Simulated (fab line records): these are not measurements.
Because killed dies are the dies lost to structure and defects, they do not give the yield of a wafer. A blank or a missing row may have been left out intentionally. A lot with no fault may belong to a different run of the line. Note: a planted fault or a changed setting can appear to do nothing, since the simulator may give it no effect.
Comparing a struck lot with a sound one ; flow sky130 ; 17 out of 708 route steps
Sound: these wafers, L668.2, L668.3, L668.4. Struck: wafers L660.1, L660.3, L660.5. The cause comes at the end.
Each step with rows lists, per side, the tool, then ch with its chambers, then its first start. Under that, the readings that differ: sound wafers ; struck wafers ; difference of the means ; sigmas: that difference in standard deviations of wafers without a fault.
alike: a reading whose means differ by less than 2 such deviations, as well as words and numbers matching on both sides. not compared: withheld readings; readings where some wafer has no value; bounds like >300 that might hide an equal value; numbers whose values overlap and for which the record gives no deviation.
Wherever a step has rows on one side only, a row that says differs or no value, or a row with sigmas, the two part there. Numbers that have no deviation but don't overlap get no sigmas and don't part them. A reading that every wafer of one side lacks parts them only if that side has two wafers or more.

first, 5 steps without rows for these wafers: SKY_SD_N_COAT_02 (resist thk 1140 nm); SKY_SD_N_SOFTBAKE_03 (time 60 s); SKY_SD_N_EXPOSE_04 (exposes mask NSDM, target cd 380 nm); SKY_SD_N_PEB_05; SKY_SD_N_DEVELOP_06 (develop time 60 s).
SKY_SD_N_CD_MEAS_07 targets a cd of 380 nm.
  sound on cd_sem-02 at day 34 17:49; struck on cd_sem-01 at day 32 10:56
  alike: cd_nm
SKY_SD_N_OVL_MEAS_08:
  sound on overlay-02 at day 34 17:55; struck on overlay-01 at day 32 11:03
  alike: SD_N_OVL
then, 2 steps without rows for these wafers: SKY_SD_N_IMPLANT_09; SKY_SD_N_IMPLANT_10.
SKY_SD_N_STRIP_11: strips in O2/N2.
  sound on plasma_asher-02 ch 0,1, day 34 18:15; struck on plasma_asher-02 ch 0, day 32 11:23
  alike: drypump_motor_current_A, oes_product_au, strip_time_to_endpoint_s
  not compared: rf_hours_counter_h
SKY_SD_N_TW_MEAS_12:
  sound on film_metro-01 at day 34 18:22; struck on film_metro-02 at day 32 11:29
  alike: SD_N_TW
then, 1 step without rows for these wafers: SKY_SD_N_CLEAN_13 (cleans in SC1/SC2, time 150 s).
SKY_SD_N_RTA_14: time 2 s.
  sound on rtp_anneal-01 ch 0, day 34 18:28; struck on rtp_anneal-01 ch 0, day 32 11:36
reading;sound;struck;difference;sigmas
lamp_power_pct (%);15.75 15.79 15.75;16.47 16.59 16.37;+0.71;+14
wafer_temp_C_max;1078.7 1079.9 1079.6;1105.4 1104.7 1103.4;+25.1;+19
SKY_SD_N_RS_MEAS_16: measurement is done with a four-point probe.
  sound on film_metro-02 at day 34 18:40; struck on film_metro-01 at day 32 11:46
reading;sound;struck;difference;sigmas
SD_N_RS (ohm/sq);68.63 68.66 68.56;63.67 63.69 63.59;-4.97;-50
SKY_SD_N_RS_MEAS_17: measurement is done with a four-point probe.
  sound on film_metro-02 at day 34 18:47; struck on film_metro-01 at day 32 11:53
reading;sound;struck;difference;sigmas
SD_P_RS (ohm/sq);147.09 147.16 147.19;123.68 123.31 123.51;-23.65;-79
SKY_SD_N_RS_MEAS_18: measurement is done with a four-point probe.
  sound on film_metro-02 at day 34 18:54; struck on film_metro-01 at day 32 12:01
  alike: RES_XHIGH_RS
-- a jump in the record: the struck wafers' starts before and after are 17 days apart (it breaks off in module SD_N and resumes in module PAD_OPEN, where the first step shown is number 708 of the route) --
SKY_PAD_OPEN_PROBE_99:
  sound on prober-02 at day 50 13:50; struck on prober-02 at day 49 02:29
reading;sound;struck;difference;sigmas
model.etest.res_xhigh_po.line_ohm_um;5686 5459 5742;4353 4444 4547;-1181;
model.etest.res_xhigh_po.rs_ohm_sq;1978 1919 2033;1551 1597 1607;-392;
model.etest.pfet_01v8.r_on_ohm_um;2894 2905 2897;2653 2603 2612;-276;
model.etest.res_pdiff.line_ohm_um;1386 1396 1397;1160 1150 1148;-240;
model.etest.res_high_po.line_ohm_um;732.1 734.4 756.2;608.2 603.6 621.5;-129.8;
model.etest.pfet_g5v0d10v5.r_on_ohm_um;4743 4770 4723;4640 4642 4658;-99;
model.etest.licon_high_po.rc_ohm;343.6 337.1 360.5;264.9 256.1 260.9;-86.4;
model.etest.res_ndiff.line_ohm_um;774.5 778.7 787.3;694.8 701.1 699.3;-81.8;
  alike: killed_at_M0_to_M3, killed_at_M4_up, killed_at_contacts, killed_at_front_end, killed_at_other, killed_dies, killed_open, killed_short

== WHERE THEY PART ==
Last at SKY_SD_N_RS_MEAS_17 as far as this record goes, first at SKY_SD_N_RTA_14. Later steps at which nothing parts them and some readings are alike: SKY_SD_N_RS_MEAS_18, SKY_PAD_OPEN_PROBE_99.

WHY: what the simulator had put in
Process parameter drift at SKY_SD_N_RTA_14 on rtp_anneal-01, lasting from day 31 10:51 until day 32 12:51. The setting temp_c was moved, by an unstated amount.
